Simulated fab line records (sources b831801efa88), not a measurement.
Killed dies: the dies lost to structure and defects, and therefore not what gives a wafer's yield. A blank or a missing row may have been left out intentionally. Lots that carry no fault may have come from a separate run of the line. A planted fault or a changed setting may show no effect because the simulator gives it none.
Comparing a struck lot with a sound one | flow sky130 | 16 steps out of a route of 708
Sound: these wafers, L368.1, L368.2, L368.5. The struck wafers were L372.1, L372.2, L372.4. The cause is named last.
At each step with rows: each side's tool, then ch and its chambers, then its first start. Under that, the readings that differ: sound wafers | struck wafers | difference of the means | sigmas: that difference in standard deviations of wafers without a fault.
alike: readings whose means differ by less than 2 such deviations, and words and numbers that are the same on both sides. not compared: withheld readings, readings that some wafer has no value for, bounds like >300 that may hide the same value, and numbers for which the record gives no deviation and whose values overlap.
The two part at a step that has a row with sigmas, a row that says differs or no value, or rows on one side only. Numbers that have no deviation but don't overlap get no sigmas and don't part them. A reading missing from all wafers of one side parts the sides only when that side holds two or more wafers.

SKY_POLY_GATE_THK_MEAS_04:
  struck on film-metro-01, day 19 20:01; sound on film-metro-03, day 18 17:08
  reading                   | sound          | struck         | difference | sigmas
  POLY_GATE_CVD_03_THK (nm) | 74.7 74.5 74.9 | 73.1 73.6 72.9 | -1.5       | -3
then, 8 steps without rows for these wafers: SKY_POLY_GATE_DEHYDRATE_05 (time 60 s); SKY_POLY_GATE_HMDS_06 (prime time 60 s); SKY_POLY_GATE_COAT_07 (resist thk 110 nm); SKY_POLY_GATE_COAT_08 (resist thk 450 nm); SKY_POLY_GATE_SOFTBAKE_09 (time 90 s); SKY_POLY_GATE_EXPOSE_10 (exposes mask P1M, target cd 150 nm); SKY_POLY_GATE_PEB_11; SKY_POLY_GATE_DEVELOP_12 (develop time 60 s).
SKY_POLY_GATE_CD_MEAS_13 targets a cd of 150 nm.
  struck on cd-sem-02, day 21 02:04; sound on cd-sem-02, day 19 23:58
  alike: cd-nm
SKY_POLY_GATE_OVL_MEAS_14:
  struck on overlay-01, day 21 02:11; sound on overlay-01, day 20 00:05
  alike: POLY_GATE_OVL
SKY_POLY_GATE_ETCH_15: etches BARC in N2/H2, stops on SiO2, time 118.5 s, target depth 110 nm.
  sound on rie-diel-03 ch 0,2,3, day 20 00:08; struck on rie-diel-03 ch 0,1,3, day 21 02:14
  alike: bias-w, chamber-pressure-mTorr, drypump-motor-current-A, n2-flow-sccm, oes-product-au, throttle-valve-pct
  not compared: rf-hours-counter-h
SKY_POLY_GATE_ETCH_16: etches Si3N4 in CH3F/O2, stops on poly-Si, time 147.5 s, target depth 75 nm.
  sound on rie-diel-03 ch 0,2,3, day 20 00:13; struck on rie-diel-03 ch 0,1,3, day 21 02:19
  no value came back on the struck wafers for any of 5 readings (O2_flow_sccm (sccm), bias-w (W) and others); on the sound wafers O2_flow_sccm (sccm) reads 30.12 29.81 30.00
  reading                                          | sound             | struck          | difference | sigmas
  model.KrF-thick_of_POLY_GATE_COAT_08.thk-nm (nm) | 234.7 233.1 231.8 | 345.5 346.4 347 | +113.1     |
  not compared: rf-hours-counter-h
SKY_POLY_GATE_ETCH_17: etches poly-Si in HBr/Cl2, stops on SiO2, target depth 180 nm, time 70.5 s.
  sound on rie-si-02 ch 1,2,3, day 20 00:19; struck on rie-si-01 ch 0,3, day 21 02:25
  reading                                          | sound           | struck          | difference | sigmas
  model.KrF-thick_of_POLY_GATE_COAT_08.thk-nm (nm) | 141.2 138 138.6 | 251.4 251.8 253 | +112.8     |
  alike: HBr_flow_sccm, bias-w, drypump-motor-current-A, oes-product-au, throttle-valve-pct
  not compared: rf-hours-counter-h
SKY_POLY_GATE_STRIP_18: strips in O2/N2.
  sound on plasma-asher-04 ch 0,1, day 20 00:22; struck on plasma-asher-04 ch 0,1, day 21 02:28
  reading                      | sound             | struck            | difference | sigmas
  oes-product-au (a.u.)        | 0.356 0.362 0.361 | 0.410 0.412 0.415 | +0.053     | +11
  strip-time-to-endpoint-s (s) | 3.18 3.14 3.15    | 4.36 4.35 4.36    | +1.20      | +32
  alike: drypump-motor-current-A, n2-flow-sccm
  not compared: rf-hours-counter-h
then, 1 step without rows for these wafers: SKY_POLY_GATE_CLEAN_19 (cleans in SC1/SC2, time 150 s).

## WHERE THEY PART
First at SKY_POLY_GATE_THK_MEAS_04; last, within this record, at SKY_POLY_GATE_STRIP_18.

WHY: what the simulator had put in
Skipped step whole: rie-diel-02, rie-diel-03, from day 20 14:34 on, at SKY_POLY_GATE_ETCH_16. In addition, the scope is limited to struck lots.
